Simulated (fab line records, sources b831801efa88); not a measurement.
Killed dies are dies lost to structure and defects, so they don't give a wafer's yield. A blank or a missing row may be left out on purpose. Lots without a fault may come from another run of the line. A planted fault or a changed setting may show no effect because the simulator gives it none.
Which tool did it? | flow sky130 | 11 lots, 33 wafers sampled, at 2 steps of a route of 708

WHAT THE GAUGES READ, wafer by wafer
SKY_CONTACT_THK_MEAS_26: measures by xrf.
lot  | measured     | on            | CONTACT_W_THK (nm)
L168 | day 31 07:38 | film_metro-01 | 341 344 336
L169 | day 31 19:25 | film_metro-01 | 338 331 335
L171 | day 32 06:23 | film_metro-03 | 336 335 336
L173 | day 34 09:53 | film_metro-04 | 337 336 339
L176 | day 34 15:14 | film_metro-03 | 344 342 340
L178 | day 34 18:41 | film_metro-01 | 339 335 340
L179 | day 35 18:04 | film_metro-01 | 331 336 336
L186 | day 37 23:00 | film_metro-03 | 332 336 336
L187 | day 38 11:14 | film_metro-03 | 338 338 347
L189 | day 39 00:24 | film_metro-01 | 343 350 345
L191 | day 39 20:33 | film_metro-03 | 349 347 350

WHICH TOOL RAN EACH LOT (tool, then ch and the chambers of the sampled wafers, then the start)
lot  | SKY_CONTACT_SPUTTER_23
L168 | pvd_sputter-03, day 31 07:20
L169 | pvd_sputter-03, day 31 19:07
L171 | pvd_sputter-03, day 32 06:05
L173 | pvd_sputter-03, day 34 09:35
L176 | pvd_sputter-04, day 34 14:55
L178 | pvd_sputter-04, day 34 18:23
L179 | pvd_sputter-04, day 35 17:47
L186 | pvd_sputter-03, day 37 22:41
L187 | pvd_sputter-02, day 38 10:56
L189 | pvd_sputter-02, day 39 00:05
L191 | pvd_sputter-02, day 39 20:16
- SKY_CONTACT_SPUTTER_23: material TiN, target thk 20 nm, time 80 s.

THE ANSWER, worked out from the rows above alone
Rule: what is usual is taken from the lots themselves. Put in order of their means at a reading, lots are off if they are a third of the lots or fewer, leave a main group of 4 or more, and stand apart from it by a gap of 3 or more times the standard deviation of the main group's means; of several such gaps the widest counts. A main group whose means are all the same, to the digits that the tables above print for the reading, isn't used. A lot without any number at a reading at which 4 lots or more have one is off too. The other lots that the step has rows for count as sound.
No lot is off at any reading shown: from this, nothing can be told.

WHAT THE SIMULATOR HAD PUT IN
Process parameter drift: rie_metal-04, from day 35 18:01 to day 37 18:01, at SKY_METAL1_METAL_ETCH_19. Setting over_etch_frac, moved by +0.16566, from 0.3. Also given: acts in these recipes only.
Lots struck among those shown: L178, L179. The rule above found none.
